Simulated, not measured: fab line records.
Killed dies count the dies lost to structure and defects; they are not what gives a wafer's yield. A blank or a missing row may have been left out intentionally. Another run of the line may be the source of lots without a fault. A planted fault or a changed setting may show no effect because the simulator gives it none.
A struck lot beside a sound one    flow sky130    16 steps out of a route of 708
Sound: these wafers, L364.1, L364.4, L364.5. Wafers L371.1, L371.3, L371.5 were the ones struck. At the end, the cause is stated.
Per side, at each step with rows, come the tool, then ch with its chambers, and then its first start. Under that, the readings that differ: sound wafers    struck wafers    difference of the means    sigmas: that difference in standard deviations of wafers without a fault.
alike: same words and numbers on both sides, and readings whose means sit less than 2 such deviations apart. not compared: any withheld reading, any reading some wafer has no value for, any bound like >300 that may hide the same value, and any number with overlapping values for which the record gives no deviation.
A row with sigmas, a row that says differs or no value, or rows on one side alone: a step with any of these is where the two part. When numbers do not overlap yet have no deviation, they are printed without sigmas and do not part them. Lack of a reading on every wafer of one side parts them only where that side has two or more wafers.

first, 4 steps without rows for these wafers: SKY_LDD_LDN_SOFTBAKE_03 (time 60 s); SKY_LDD_LDN_EXPOSE_04 (exposes mask LDNTM, target cd 700 nm); SKY_LDD_LDN_PEB_05; SKY_LDD_LDN_DEVELOP_06 (develop time 60 s).
SKY_LDD_LDN_OVL_MEAS_07:
  sound: overlay-01 at day 25 14:37; struck: overlay-01 at day 28 09:22
  alike: LDD_LDN_OVL
then, 4 steps without rows for these wafers: SKY_LDD_LDN_IMPLANT_08; SKY_LDD_LDN_IMPLANT_09; SKY_LDD_LDN_IMPLANT_10; SKY_LDD_LDN_IMPLANT_11.
SKY_LDD_LDN_STRIP_12: strips in O2/N2.
  sound on plasma_asher-03 ch 0,1, day 25 15:16; struck on plasma_asher-03 ch 0,1, day 28 10:00
  alike: drypump_motor_current_A, oes_product_au, strip_time_to_endpoint_s
  not compared: rf_hours_counter_h
SKY_LDD_LDN_TW_MEAS_13:
  sound: film_metro-03 at day 25 15:22; struck: film_metro-03 at day 28 10:06
reading     sound           struck          difference  sigmas
LDD_LDN_TW  1466 1480 1470  1452 1457 1453  -18         -2
then, 1 step without rows for these wafers: SKY_LDD_LDN_CLEAN_14 (cleans in SC1/SC2, time 150 s).
SKY_SPACER_CVD_00: deposits Si3N4 from DCS/NH3, target thk 43.1 nm, time 740 s.
  sound on lpcvd-02 ch 0, day 25 16:17; struck on lpcvd-02 ch 1, day 28 10:13
reading                                   sound              struck             difference  sigmas
model.Si3N4_of_SPACER_CVD_00.thk_nm (nm)  42.71 42.69 42.65  62.56 62.23 62.32  +19.69      
  alike: susceptor_temp_C, zone_power_lower_pct
SKY_SPACER_THK_MEAS_01:
  sound: film_metro-03 at day 25 17:29; struck: film_metro-02 at day 28 11:25
reading                 sound           struck          difference  sigmas
SPACER_CVD_00_THK (nm)  42.7 42.6 42.7  62.6 62.2 62.3  +19.7       +53
SKY_SPACER_ETCHBACK_02: etches Si3N4 in CH3F/O2, stops on SiO2, time 46.7 s, target depth 45 nm.
  sound on rie_diel-03 ch 0,2,3, day 25 17:33; struck on rie_diel-01 ch 0,1, day 28 11:28
reading                   sound                 struck                difference  sigmas
oes_product_au (a.u.)     0.853 0.851 0.847     1.014 0.996 0.991     +0.150      +26
throttle_valve_pct (%)    10.573 10.550 10.544  10.570 10.580 10.582  +0.022      +2
model.etch.depth_nm (nm)  42.71 42.69 42.65     56.95 56.01 56.36     +13.76      
  alike: drypump_motor_current_A
  not compared: rf_hours_counter_h
-- the record jumps here: 21 days lie between the struck wafers' starts before and after (it left off in module SPACER and takes up again in module PAD_OPEN, whose first step shown is number 708 of the route) --
SKY_PAD_OPEN_PROBE_99:
  sound: prober-01 at day 47 12:10; struck: prober-02 at day 49 08:59
reading              sound     struck       difference  sigmas
killed_at_front_end  18 12 20  426 420 418  +405        +99 or more
killed_dies          83 94 89  492 492 492  +403        +44
killed_on_rim        15 20 19  96 96 96     +78         +22
  alike: killed_at_M0_to_M3, killed_at_M4_up, killed_at_contacts, killed_at_other, killed_open, killed_short

== WHERE THEY PART ==
First at SKY_LDD_LDN_TW_MEAS_13; last, within this record, at SKY_PAD_OPEN_PROBE_99.

WHY: what had been put in by the simulator
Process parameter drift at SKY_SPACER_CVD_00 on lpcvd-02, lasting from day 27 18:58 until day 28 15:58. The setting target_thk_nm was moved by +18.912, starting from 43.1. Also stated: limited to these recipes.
